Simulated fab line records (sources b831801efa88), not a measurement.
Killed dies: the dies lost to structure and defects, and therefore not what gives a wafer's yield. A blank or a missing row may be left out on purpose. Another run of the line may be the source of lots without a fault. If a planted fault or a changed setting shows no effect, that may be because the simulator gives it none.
The tool behind it: which one?	flow gf180mcu	14 lots with 40 wafers sampled at 3 steps, on a route of 602 steps

## WHAT THE GAUGES SHOWED, per wafer
GF_CONTACT_THK_MEAS_26: measures by xrf. Usual: CONTACT_W_THK 308 nm, standard deviation 3.5.
lot	measured	on	CONTACT_W_THK (nm)	flag
L526	day 16 09:52	film-metro-04	302 306 309	
L527	day 16 14:29	film-metro-01	304 306 308	
L528	day 16 16:22	film-metro-01	306 306 307	
L529	day 17 00:29	film-metro-04	311 309 308	
L530	day 17 15:35	film-metro-01	308 312 313	
L531	day 17 22:19	film-metro-03	315 312 314	
L533	day 19 01:37	film-metro-01	308 310 310	
L535	day 19 13:13	film-metro-04	305 310 310	
L537	day 20 14:17	film-metro-04	305 308 312	
L540	day 21 14:50	film-metro-04	308 306	
L541	day 22 02:17	film-metro-04	307 309	
L545	day 23 05:40	film-metro-03	309 310 309	
L547	day 23 19:54	film-metro-04	309 306 308	
L548	day 24 02:33	film-metro-04	307 311 305	

## WHICH TOOL RAN EACH LOT (tool, then ch and the chambers of the sampled wafers, then the start)
lot	GF_SALICIDE_SPUTTER_03	GF_CONTACT_ETCH_16
L526	pvd-sputter-03, day 15 09:16	rie-diel-03 ch 0,3, day 16 09:05
L527	pvd-sputter-01, day 15 14:03	rie-diel-04 ch 0,2, day 16 13:41
L528	pvd-sputter-01, day 15 16:54	rie-diel-04 ch 1,2, day 16 15:35
L529	pvd-sputter-02, day 16 00:09	rie-diel-03 ch 1,2,3, day 16 23:40
L530	pvd-sputter-01, day 16 14:22	rie-diel-03 ch 1,3, day 17 14:47
L531	pvd-sputter-02, day 16 20:02	rie-diel-01 ch 0,1,3, day 17 21:29
L533	pvd-sputter-02, day 17 23:33	rie-diel-01 ch 1,2, day 19 00:50
L535	pvd-sputter-03, day 18 11:12	rie-diel-04 ch 0,1,2, day 19 12:25
L537	pvd-sputter-02, day 19 11:42	rie-diel-01 ch 0,1,3, day 20 13:23
L540	pvd-sputter-03, day 20 12:14	rie-diel-03 ch 0,1, day 21 13:58
L541	pvd-sputter-03, day 21 00:48	rie-diel-04 ch 3, day 22 01:29
L545	pvd-sputter-02, day 22 04:17	rie-diel-03 ch 0,1,3, day 23 04:52
L547	pvd-sputter-02, day 22 19:30	rie-diel-03 ch 1,2, day 23 19:05
L548	pvd-sputter-01, day 23 02:29	rie-diel-03 ch 0,2, day 24 01:44
- GF_SALICIDE_SPUTTER_03: material TiN, target thk 20 nm, time 16.7 s.
- GF_CONTACT_ETCH_16: etches BARC in N2/H2.

## AS READ BY THE TOOLS THEMSELVES (means over the sampled wafers that have a number; for cases with no such wafer, the mark the record gives instead)
GF_SALICIDE_SPUTTER_03. Usual: chamber-pressure-pa 0.4000 Pa, standard deviation 0.00076; throttle-valve-pct 30.3 %, standard deviation 1.1.
lot	tool	chamber-pressure-pa (Pa)	throttle-valve-pct (%)	flag
L526	pvd-sputter-03	0.4001	30.2	
L527	pvd-sputter-01	0.3999	31.3	
L528	pvd-sputter-01	0.4005	30.4	
L529	pvd-sputter-02	0.4002	29.6	
L530	pvd-sputter-01	0.4004	29.4	
L531	pvd-sputter-02	0.4006	30.1	
L533	pvd-sputter-02	0.3997	29.5	
L535	pvd-sputter-03	0.3991	30.6	
L537	pvd-sputter-02	0.3996	29.6	
L540	pvd-sputter-03	0.4004	30.6	
L541	pvd-sputter-03	0.4005	29.9	
L545	pvd-sputter-02	0.4003	30.3	
L547	pvd-sputter-02	0.3998	30.9	
L548	pvd-sputter-01	0.3999	31.4	

GF_CONTACT_ETCH_16. Usual: drypump-motor-current-A 5.8 A, standard deviation 0.39; oes-product-au 0.855 a.u., standard deviation 0.0049; rf-fwd-power-W 495.2 W, standard deviation 1.7; throttle-valve-pct 13.224 %, standard deviation 0.0084.
lot	tool	drypump-motor-current-A (A)	oes-product-au (a.u.)	rf-fwd-power-W (W)	throttle-valve-pct (%)	flag
L526	rie-diel-03	5.7	0.853	495.7	13.225	
L527	rie-diel-04	5.6	0.852	493.5	13.225	
L528	rie-diel-04	5.6	0.849	495.0	13.230	
L529	rie-diel-03	6.0	0.851	494.7	13.222	
L530	rie-diel-03	5.9	0.854	495.8	13.224	
L531	rie-diel-01	5.8	0.859	494.4	13.232	
L533	rie-diel-01	5.5	0.851	497.0	13.224	
L535	rie-diel-04	5.4	0.858	494.8	13.228	
L537	rie-diel-01	5.8	0.850	494.7	13.227	
L540	rie-diel-03	6.0	0.857	495.4	13.216	
L541	rie-diel-04	5.9	0.858	495.8	13.211	
L545	rie-diel-03	5.8	0.857	494.7	13.225	
L547	rie-diel-03	6.3	0.856	496.1	13.231	
L548	rie-diel-03	6.1	0.856	496.1	13.226	

## THE ANSWER, worked out from the rows above alone
Rule: a lot counts as off when the mean over its wafers that have a number is more than 3 standard deviations away from the usual mean. Also off: a lot with no number at a reading for which 4 or more lots have one. Where the step has rows for the other lots, those lots are counted as sound. The gauges are gone through in route order, then the tools' own readings, and for those a lot's mean is taken as printed above. At the first step where some lot is off, the reading lying furthest off is the one used; lots without a number count as furthest.
None of the lots is off at any reading shown; this tells nothing.

## WHAT THE SIMULATOR PUT IN
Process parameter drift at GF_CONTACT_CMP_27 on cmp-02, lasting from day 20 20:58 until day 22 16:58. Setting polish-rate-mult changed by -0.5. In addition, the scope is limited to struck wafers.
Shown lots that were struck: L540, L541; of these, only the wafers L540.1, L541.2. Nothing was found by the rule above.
